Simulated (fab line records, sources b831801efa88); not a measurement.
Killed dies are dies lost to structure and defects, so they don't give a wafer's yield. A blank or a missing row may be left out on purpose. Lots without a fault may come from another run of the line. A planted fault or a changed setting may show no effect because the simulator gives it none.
Chamber matching | flow sky130 | SKY_POLY_GATE_ETCH_17 on rie_si-01: 4 sister chambers
The step etches poly-Si in HBr/Cl2, stops on SiO2, target depth 180 nm, time 70.5 s. 4 wafers are shown with their chamber, then 12 later ones without.

WAFERS WITH THEIR CHAMBER
wafer  | chamber | drypump_motor_current_A (A)
L085.6 | 1       | 5.9
L089.2 | 3       | 5.1
L089.3 | 0       | 5.0
L089.4 | 2       | 6.3

WAFERS WITHOUT THEIR CHAMBER
wafer  | drypump_motor_current_A (A)
L091.1 | 5.9
L091.3 | 5.1
L091.4 | 6.4
L093.1 | 5.0
L093.2 | 5.1
L093.4 | 6.3
L095.2 | 6.3
L095.3 | 5.9
L095.4 | 5.1
L097.1 | 5.9
L097.4 | 5.0
L097.6 | 5.0

WHICH CHAMBER EACH WENT THROUGH
wafer  | from the rows above | in truth
L091.1 | 1                   | 1
L091.3 | 3                   | 3
L091.4 | 2                   | 2
L093.1 | 0                   | 0
L093.2 | 3                   | 3
L093.4 | 2                   | 2
L095.2 | 2                   | 2
L095.3 | 1                   | 1
L095.4 | 3                   | 3
L097.1 | 1                   | 1
L097.4 | 0                   | 0
L097.6 | 0                   | 0
Placed correctly: 12 of 12. Can't be placed from these rows: 0. Placed wrongly: 0.
How it was worked out, from the rows above alone: a wafer's distance from a chamber is the root of the sum, over the readings, of the square of ((its reading less the chamber's mean) divided by the reading's scatter). The wafer belongs to the nearest chamber; if the next one is less than 2 further off, it can't be placed. A chamber's mean is the mean of its shown wafers. The scatter: with one shown wafer a chamber, the root of the mean of the squares of how far each hidden wafer lies from its nearest shown one.
